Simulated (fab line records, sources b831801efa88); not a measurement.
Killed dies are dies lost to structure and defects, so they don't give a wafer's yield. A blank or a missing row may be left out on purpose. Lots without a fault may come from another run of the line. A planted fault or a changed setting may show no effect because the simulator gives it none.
fab line records | flow sky130
record lots=5 wafers=15 last_day=50
route steps=708 shown LOCAL_INTERCONNECT@405 CONTACT@406 PAD_OPEN@708
lots that met no fault: from a run of the same line without faults
start_h: hours from the record's first day to the start of the lot's first wafer shown | wait_h: hours since the lot's step before | " the same as in the row above | L1.1+2: a row that stands for several wafers | - no value, or no start given | * or withheld: withheld | < > ~ a bound
route shown NAME@n: a module of which the file shows steps, and the number in the route of the first | usual: mean/standard deviation of fault-free wafers | same: alike in all rows | chamber/n: place in a boat | sites: the reading at each site | _std_site: their standard deviation | _edge_site: outer sites' mean less inner sites' | radius_mm: how far each site lies from the wafer's centre | mask NAME#n: copy n | behind: the tool/chamber that last shaped the wafer | hold: why the lot was held/for how many hours/how that ended | device: the transistor (n, p or np) that didn't switch | end of line: the same wafers' tests at the end of the route | a step without rows: its recipe alone | killed: dies lost to structure and defects at the first sort, not the wafer's yield | map: a wafer's dies, x killed, . not, _ none there
set.NAME: the setting as run; set.NAME@STEP: as run at that earlier step | model.NAME: the simulator's own value behind a step, which no gauge read
lots at some steps of the route; a table a step, a row a wafer
services: from which hour (start_h, from the record's first day; less than 0 if before it) a tool's chamber was out of use, for how many hours, and why
## steps
# step SKY_LOCAL_INTERCONNECT_CLEAN_18
# recipe chemistry=O3/DIW dry=n2_spin
# step SKY_CONTACT_CVD_00
# recipe material=Si3N4 target_thk_nm=75 temp_c=400 time_s=withheld rf_w=450
# usual heater_power_w=708/110 rf_fwd_power_W=444.1/1.9
# columns lot.wafer tool chamber start_h wait_h heater_power_w rf_fwd_power_W
L843.3 pecvd-02 1 714.89 0.0 746 446.8
L843.4 " 1 " " 749 445.7
L843.6 " 0 " " 889 444.5
L847.4 pecvd-03 0 749.38 0.0 528 443.3
L847.5 " 1 " " 633 441.8
L847.6 " 2 " " 796 442.7
L851.2 pecvd-04 0 814.54 0.0 847 444.6
L851.3 " 1 " " 678 445.9
L851.6 " 2 " " 770 445.6
L863.1 pecvd-02 2 870.77 0.0 682 444.7
L863.2 " 1 " " 739 445.6
L863.6 " 1 " " 759 445.4
L864.1 pecvd-02 0 877.40 0.0 820 444.8
L864.3 " 2 " " 680 445.3
L864.6 " 2 " " 546 443.8
# step SKY_CONTACT_THK_MEAS_01
# recipe reads=Si3N4_of_CONTACT_CVD_00
# usual CONTACT_CVD_00_THK=74.7/1
# columns lot.wafer tool chamber start_h wait_h CONTACT_CVD_00_THK[nm]
L843.3 film_metro-03 - 714.94 - 75.4
L843.4 " - " " 77.8
L843.6 " - " " 77.6
L847.4 film_metro-02 - 749.43 - 76.0
L847.5 " - " " 74.3
L847.6 " - " " 74.3
L851.2 film_metro-04 - 814.58 - 73.3
L851.3 " - " " 75.3
L851.6 " - " " 75.5
L863.1 film_metro-03 - 870.80 - 74.9
L863.2 " - " " 74.3
L863.6 " - " " 74.5
L864.1 film_metro-04 - 877.43 - 74.6
L864.3 " - " " 73.5
L864.6 " - " " 75.1
# step SKY_CONTACT_HDPCVD_02
# recipe material=SiO2 target_thk_nm=565 sigma_open_frac=0.3 time_s=94.2 temp_c=600 sih4_flow_sccm=60 pressure_mtorr=6
# step SKY_CONTACT_THK_MEAS_03
# recipe reads=SiO2_of_CONTACT_HDPCVD_02
# usual CONTACT_HDPCVD_THK=561/5.9
# columns lot.wafer tool chamber start_h wait_h CONTACT_HDPCVD_THK[nm]
L843.3 film_metro-02 - 715.07 0.1 564
L843.4 " - " " 567
L843.6 " - " " 567
L847.4 film_metro-04 - 749.55 0.0 566
L847.5 " - " " 572
L847.6 " - " " 570
L851.2 film_metro-03 - 814.71 0.0 565
L851.3 " - " " 564
L851.6 " - " " 575
L863.1 film_metro-02 - 870.93 0.0 557
L863.2 " - " " 562
L863.6 " - " " 565
L864.1 film_metro-03 - 877.56 0.0 558
L864.3 " - " " 555
L864.6 " - " " 551
# step SKY_CONTACT_CMP_04
# recipe material=SiO2 down_force_psi=4 platen_rpm=60 pad_velocity_m_s=0.94248
# usual edge_zone_pressure_frac=1.000/0.0053 motor_current_A=12.0/1.2 time_to_endpoint_s=83/4.5
# columns lot.wafer tool chamber start_h wait_h edge_zone_pressure_frac motor_current_A time_to_endpoint_s
L843.3 cmp-02 2 715.11 0.0 0.995 10.7 89
L843.4 " 1 " " 1.001 9.8 92
L843.6 " 2 " " 1.004 10.8 91
L847.4 cmp-02 2 749.73 0.2 1.003 11.0 85
L847.6 " 3 " " 0.995 13.6 87
L847.5 " 0 " " 0.993 13.7 83
L851.2 cmp-02 3 814.81 0.1 0.994 14.3 86
L851.3 " 0 " " 1.004 13.9 82
L851.6 " 3 " " 1.007 13.6 91
L863.1 cmp-01 0 870.99 0.1 0.995 11.9 80
L863.2 " 1 " " 0.987 12.7 83
L863.6 " 1 " " 0.993 13.1 83
L864.1 cmp-02 0 877.62 0.1 0.997 14.2 76
L864.3 " 3 " " 1.004 13.7 83
L864.6 " 0 " " 0.995 13.2 73
# step SKY_CONTACT_BOW_MEAS_05
# recipe mode=bow
# usual CONTACT_BOW=82/6.8
# columns lot.wafer tool chamber start_h wait_h CONTACT_BOW[um]
L843.3 film_metro-03 - 715.45 0.3 79
L843.4 " - " " 84
L843.6 " - " " 87
L847.4 film_metro-02 - 749.94 0.2 84
L847.5 " - " " 73
L847.6 " - " " 77
L851.2 film_metro-03 - 815.08 0.2 87
L851.3 " - " " 92
L851.6 " - " " 87
L863.1 film_metro-02 - 871.29 0.2 85
L863.2 " - " " 95
L863.6 " - " " 77
L864.1 film_metro-02 - 877.92 0.2 86
L864.3 " - " " 75
L864.6 " - " " 90
# step SKY_CONTACT_DEHYDRATE_06
# recipe temp_c=200 time_s=60
# step SKY_CONTACT_HMDS_07
# recipe prime_time_s=60 prime_temp_c=120
# step SKY_CONTACT_COAT_08
# recipe resist=BARC temp_c=withheld time_s=withheld spin_rpm=3000 resist_thk_nm=60
# step SKY_CONTACT_COAT_09
# recipe resist=KrF-thick spin_rpm=3000 resist_thk_nm=450
# step SKY_CONTACT_SOFTBAKE_10
# recipe temp_c=100 time_s=90 resist=KrF-thick
# step SKY_CONTACT_EXPOSE_11
# recipe mask_id=CTM1 na=0.8 source_shape=annular sigma_inner=0.55 sigma_outer=0.85 target_cd_nm=170 dose_mj=38
# columns lot.wafer tool chamber start_h wait_h mask
L843.3+4+6 krf_scanner-02 0 729.57 - CTM1#0
L847.4+5+6 krf_scanner-01 0 763.19 - CTM1#0
L851.2+3+6 krf_scanner-01 0 827.78 - CTM1#0
L863.1+2+6 krf_scanner-01 0 883.42 - CTM1#0
L864.1+3+6 krf_scanner-01 0 890.91 - CTM1#0
# step SKY_CONTACT_PEB_12
# recipe peb_temp_c=withheld peb_time_s=withheld resist=KrF-thick
# step SKY_CONTACT_DEVELOP_13
# recipe develop_time_s=60 resist=KrF-thick dev_temp_c=21
# step SKY_CONTACT_CD_MEAS_14
# recipe target_cd_nm=170
# usual cd_nm=170.0/1.7
# columns lot.wafer tool chamber start_h wait_h cd_nm
L843.3 cd_sem-01 - 742.80 - 166.7
L843.4 " - " " 169.0
L843.6 " - " " 168.7
L847.4 cd_sem-02 - 776.92 - 173.2
L847.5 " - " " 172.0
L847.6 " - " " 171.4
L851.2 cd_sem-01 - 840.74 - 167.6
L851.3 " - " " 172.3
L851.6 " - " " 169.2
L863.1 cd_sem-02 - 896.62 - 168.1
L863.2 " - " " 168.3
L863.6 " - " " 169.3
L864.1 cd_sem-02 - 902.96 - 167.9
L864.3 " - " " 166.4
L864.6 " - " " 168.4
# step SKY_CONTACT_OVL_MEAS_15
# usual CONTACT_OVL=-2/5.1
# columns lot.wafer tool chamber start_h wait_h CONTACT_OVL[nm]
L843.3 overlay-01 - 742.89 0.1 0
L843.4 " - " " 1
L843.6 " - " " 0
L847.4 overlay-02 - 776.99 0.1 -3
L847.5 " - " " -4
L847.6 " - " " 1
L851.2 overlay-02 - 840.84 0.1 -5
L851.3 " - " " -4
L851.6 " - " " 0
L863.1 overlay-01 - 896.74 0.1 1
L863.2 " - " " -6
L863.6 " - " " -9
L864.1 overlay-01 - 903.08 0.1 11
L864.3 " - " " 7
L864.6 " - " " 7
# step SKY_CONTACT_ETCH_16
# recipe chemistry=N2/H2 target=BARC ion_energy_ev=200 source_w=500 bias_w=100 pressure_mtorr=30 n2_flow_sccm=100 h2_flow_sccm=200 stop_on=SiO2 time_s=45.9 target_depth_a=600
# usual drypump_motor_current_A=5.8/0.36 oes_product_au=0.854/0.0045 rf_fwd_power_W=494.3/2.2 throttle_valve_pct=13.225/0.01
# columns lot.wafer tool chamber start_h wait_h drypump_motor_current_A oes_product_au rf_fwd_power_W rf_hours_counter_h throttle_valve_pct model.CONTACT.cd_nm
L843.3 rie_diel-02 3 742.91 0.0 5.8 0.856 495.1 6 13.211 167.1
L843.4 " 1 " " 4.8 0.859 497.5 2 13.228 169.6
L843.6 " 3 " " 5.9 0.853 495.0 - 13.216 168.7
L847.4 rie_diel-01 0 777.03 0.0 6.1 0.853 491.5 - 13.235 173.4
L847.5 " 2 " " 5.7 0.847 495.2 - 13.204 172.1
L847.6 " 3 " " 6.0 0.855 496.3 - 13.217 172.1
L851.2 rie_diel-01 0 840.87 0.0 6.1 0.850 492.3 25 13.240 -
L851.3 " 3 " " 6.0 0.846 494.4 6 13.228 171.9
L851.6 " 3 " " 6.0 0.863 495.3 - 13.217 168.4
L863.1 rie_diel-01 2 896.78 0.0 5.7 0.858 497.5 21 13.212 167.4
L863.2 " 1 " " 5.4 0.865 490.8 9 13.207 168.4
L863.6 " 2 " " 5.7 0.855 494.3 - 13.225 168.7
L864.1 rie_diel-03 2 903.12 0.0 5.7 0.849 496.3 17 13.229 168.4
L864.3 " 0 " " 5.9 0.856 496.0 16 13.218 165.5
L864.6 " 0 " " 5.9 0.855 496.0 - 13.213 167.9
# step SKY_CONTACT_ETCH_17
# recipe target=SiO2 chemistry=C4F8/O2/Ar stop_on=Si3N4 mask_material=KrF-thick source_w=1500 bias_w=1200 pressure_mtorr=40 c4f8_flow_sccm=withheld O2_flow_sccm=6 Ar_flow_sccm=300 time_s=withheld target_depth_a=3400
# usual oes_product_au=0.892/0.0046 rf_fwd_power_W=1485/6.7
# columns lot.wafer tool chamber start_h wait_h oes_product_au rf_fwd_power_W
L843.3 rie_diel-02 3 742.96 0.0 0.894 1491
L843.4 " 1 " " 0.899 1487
L843.6 " 3 " " 0.897 1485
L847.4 rie_diel-01 0 777.08 0.0 0.886 1471
L847.5 " 2 " " 0.890 1490
L847.6 " 3 " " 0.889 1486
L851.2 rie_diel-01 0 840.92 0.0 0.894 1478
L851.3 " 3 " " 0.891 1492
L851.6 " 3 " " 0.903 1485
L863.1 rie_diel-01 2 896.82 0.0 0.884 1487
L863.2 " 1 " " 0.902 1473
L863.6 " 2 " " 0.894 1486
L864.1 rie_diel-03 2 903.16 0.0 0.892 1491
L864.3 " 0 " " 0.891 1498
L864.6 " 0 " " 0.884 1494
# step SKY_CONTACT_ETCH_18
# recipe target=Si3N4 chemistry=CHF3/O2 stop_on=TiN source_w=600 bias_w=200 pressure_mtorr=40 chf3_flow_sccm=50 O2_flow_sccm=5 time_s=39 target_depth_a=750
# usual chf3_flow_sccm=50.02/0.15 drypump_motor_current_A=5.8/0.36 oes_product_au=0.853/0.0081 rf_fwd_power_W=593/3.2 throttle_valve_pct=8.791/0.0086
# columns lot.wafer tool chamber start_h wait_h chf3_flow_sccm drypump_motor_current_A oes_product_au rf_fwd_power_W rf_hours_counter_h throttle_valve_pct model.CONTACT.cd_nm
L843.3 rie_diel-02 3 - - 50.10 5.9 0.859 594 6 8.784 166.8
L843.4 " 1 " " 50.10 4.8 0.874 594 2 8.806 169.4
L843.6 " 3 " " 50.00 5.8 0.876 592 - 8.785 168.5
L847.4 rie_diel-01 0 - - 50.06 6.1 0.860 590 - 8.787 173.9
L847.5 " 2 " " 49.95 5.7 0.846 593 - 8.771 171.8
L847.6 " 3 " " 49.89 6.0 0.857 596 - 8.786 172.8
L851.2 rie_diel-01 0 - - 49.96 6.1 0.836 590 25 8.798 167.7
L851.3 " 3 " " 49.86 6.0 0.861 594 6 8.787 171.8
L851.6 " 3 " " 49.89 6.0 0.856 596 - 8.806 168.7
L863.1 rie_diel-01 2 - - 50.29 5.7 0.858 592 22 8.797 166.6
L863.2 " 1 " " 49.55 5.4 0.845 592 9 8.789 168
L863.6 " 2 " " 50.26 5.6 0.851 592 - 8.796 167.8
L864.1 rie_diel-03 2 - - 50.17 5.6 0.846 592 17 8.807 168.4
L864.3 " 0 " " 49.81 5.9 0.844 599 16 8.783 165.1
L864.6 " 0 " " 50.01 5.9 0.847 599 - 8.798 167.4
# step SKY_CONTACT_STRIP_19
# recipe chemistry=O2/N2 power_w=1400 pressure_mtorr=1500 platen_temp_c=withheld o2_flow_sccm=3000 n2_flow_sccm=300 overash_fraction=0.5
# usual drypump_motor_current_A=5.9/0.33 oes_product_au=0.381/0.0048 strip_time_to_endpoint_s=3.617/0.029
# columns lot.wafer tool chamber start_h wait_h drypump_motor_current_A oes_product_au rf_hours_counter_h strip_time_to_endpoint_s
L843.3 plasma_asher-02 1 743.08 - 6.2 0.378 - 3.659
L843.4 " 0 " " 5.6 0.377 - 3.664
L843.6 " 1 " " 6.2 0.373 - 3.618
L847.4 plasma_asher-04 1 777.18 - 6.2 0.387 - 3.632
L847.5 " 1 " " 6.2 0.374 - 3.596
L847.6 " 0 " " 6.0 0.380 - 3.663
L851.2 plasma_asher-03 0 841.01 - 5.4 0.383 9 3.606
L851.3 " 1 " " 6.1 0.380 - 3.653
L851.6 " 1 " " 6.1 0.381 - 3.621
L863.1 plasma_asher-04 1 896.91 - 6.1 0.387 38 3.608
L863.2 " 0 " " 6.0 0.376 38 3.616
L863.6 " 0 " " 6.0 0.381 - 3.616
L864.1 plasma_asher-03 1 903.25 - 6.1 0.379 16 3.588
L864.3 " 1 " " 6.1 0.385 - 3.604
L864.6 " 0 " " 5.4 0.379 - 3.608
# step SKY_PAD_OPEN_PROBE_99
# usual killed_at_M0_to_M3=43/6.5 killed_at_M4_up=3/1.7 killed_at_contacts=25/5.1 killed_at_front_end=15/3.8 killed_at_other=0.2/0.45 killed_dies=86/8.8 killed_open=47/6.7 killed_short=39/6
# same gross_dies=492 killed_at_back_side=0
# columns lot.wafer tool chamber start_h wait_h killed_at_M0_to_M3 killed_at_M4_up killed_at_contacts killed_at_front_end killed_at_other killed_dies killed_open killed_short
L847.4 prober-01 - 1108.87 0.2 51 3 24 18 2 98 49 49
L847.5 prober-01 - 1108.92 0.2 50 5 26 17 0 98 53 45
L847.6 prober-01 - 1108.97 0.2 50 2 31 20 0 103 61 42
L851.2 prober-02 - 1155.21 0.1 53 5 26 17 0 101 55 46
L864.1 prober-02 - 1197.96 0.1 46 2 28 18 1 95 55 40
L864.3 prober-02 - 1198.06 0.2 33 2 29 12 0 76 35 41
L864.6 prober-02 - 1198.21 0.2 38 3 16 13 0 70 41 29
# killed by level:class
L847.4 VIA1:geometric_particle:open=11 VIA2:geometric_particle:open=7 LI_CONTACT:geometric_particle:open=6 METAL2:geometric_particle:short=6 FIELD_ISO:geometric_particle:open=5 LOCAL_INTERCONNECT:geometric_particle:short=5 CONTACT:geometric_particle:open=5 METAL1:geometric_particle:short=5
L847.5 VIA1:geometric_particle:open=14 FIELD_ISO:geometric_particle:open=7 CONTACT:geometric_particle:open=7 VIA2:geometric_particle:open=7 CONTACT:geometric_particle:short=6 VIA1:geometric_particle:short=6 LI_CONTACT:geometric_particle:open=5 VIA3:geometric_particle:open=5
L847.6 CONTACT:geometric_particle:open=12 VIA1:geometric_particle:open=12 VIA3:geometric_particle:open=9 FIELD_ISO:geometric_particle:open=8 LI_CONTACT:geometric_particle:open=8 METAL1:geometric_particle:short=7 METAL2:geometric_particle:short=7 LOCAL_INTERCONNECT:geometric_particle:short=6
L851.2 VIA1:geometric_particle:open=12 CONTACT:geometric_particle:open=9 VIA3:geometric_particle:open=9 VIA2:geometric_particle:open=7 METAL2:geometric_particle:short=6 FIELD_ISO:geometric_particle:short=5 LI_CONTACT:geometric_particle:open=5 LOCAL_INTERCONNECT:geometric_particle:short=5
L864.1 VIA3:geometric_particle:open=11 LI_CONTACT:geometric_particle:open=9 VIA1:geometric_particle:open=9 CONTACT:geometric_particle:open=8 METAL1:geometric_particle:short=6 POLY_GATE:geometric_particle:open=5 POLY_GATE:geometric_particle:short=5 METAL2:geometric_particle:short=5
L864.3 LI_CONTACT:geometric_particle:open=8 CONTACT:geometric_particle:short=7 METAL2:geometric_particle:short=7 VIA1:geometric_particle:open=6 CONTACT:geometric_particle:open=6 VIA2:geometric_particle:open=5 LOCAL_INTERCONNECT:geometric_particle:short=4 SPACER:geometric_particle:short=4
L864.6 VIA1:geometric_particle:open=8 CONTACT:geometric_particle:open=7 VIA3:geometric_particle:open=7 METAL2:geometric_particle:short=6 LI_CONTACT:geometric_particle:open=5 VIA3:geometric_particle:short=5 VIA2:geometric_particle:open=5 FIELD_ISO:geometric_particle:short=4
## services
# columns tool chamber start_h hours kind
pecvd-02 2 694.38 4.6 repair
rie_diel-01 0 699.52 3.4 repair
rie_diel-01 0 707.70 3.1 repair
pecvd-02 - 711.79 1.1 repair
krf_scanner-01 - 713.27 0.8 pm
plasma_asher-03 - 733.75 9.0 pm
pecvd-02 1 744.62 5.4 repair
cmp-02 - 757.73 29.8 repair
cmp-02 - 758.33 2.1 repair
cmp-02 - 761.70 1.3 repair
plasma_asher-04 - 772.60 4.2 repair
rie_diel-01 1 774.52 15.0 repair
rie_diel-03 1 786.96 38.7 repair
plasma_asher-03 - 789.10 14.6 pm
cmp-02 - 798.86 5.2 pm
krf_scanner-01 - 805.53 1.0 pm
rie_diel-02 1 809.36 8.5 repair
rie_diel-02 2 826.58 3.4 repair
krf_scanner-01 - 828.57 1.3 pm
rie_diel-02 - 835.49 14.6 pm
cmp-02 - 868.03 1.3 repair
krf_scanner-01 - 882.07 0.8 pm
rie_diel-03 1 884.60 5.5 repair
krf_scanner-01 - 901.89 0.2 repair
## key
first_sign none at tools or gauges
model_effect step=SKY_CONTACT_ETCH_16 value=CONTACT.cd_nm without=173.9 struck=170.2
model_effect step=SKY_CONTACT_ETCH_18 value=CONTACT.cd_nm without=174.3 struck=169.4
met_at SKY_CONTACT_EXPOSE_11
struck_wafers L851.2,L851.3,L851.6
tester_left_out L851
onset_between 763.19 827.78
also_fits SKY_CONTACT_CVD_00:pecvd-04
fault kind=process_parameter_drift tool=krf_scanner-01 chamber=- onset_h=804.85 steps=SKY_CONTACT_EXPOSE_11 channel=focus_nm offset=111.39 spread_by_wafer=0.3 shape=step end_h=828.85
# tester_left_out: of these lots the tester's yield and bins aren't shown, on N5 and GAA mostly nor the transistor test; their killed dies are dies lost to structure and defects alone, not to doping, threshold or leakage, so they don't give the yield
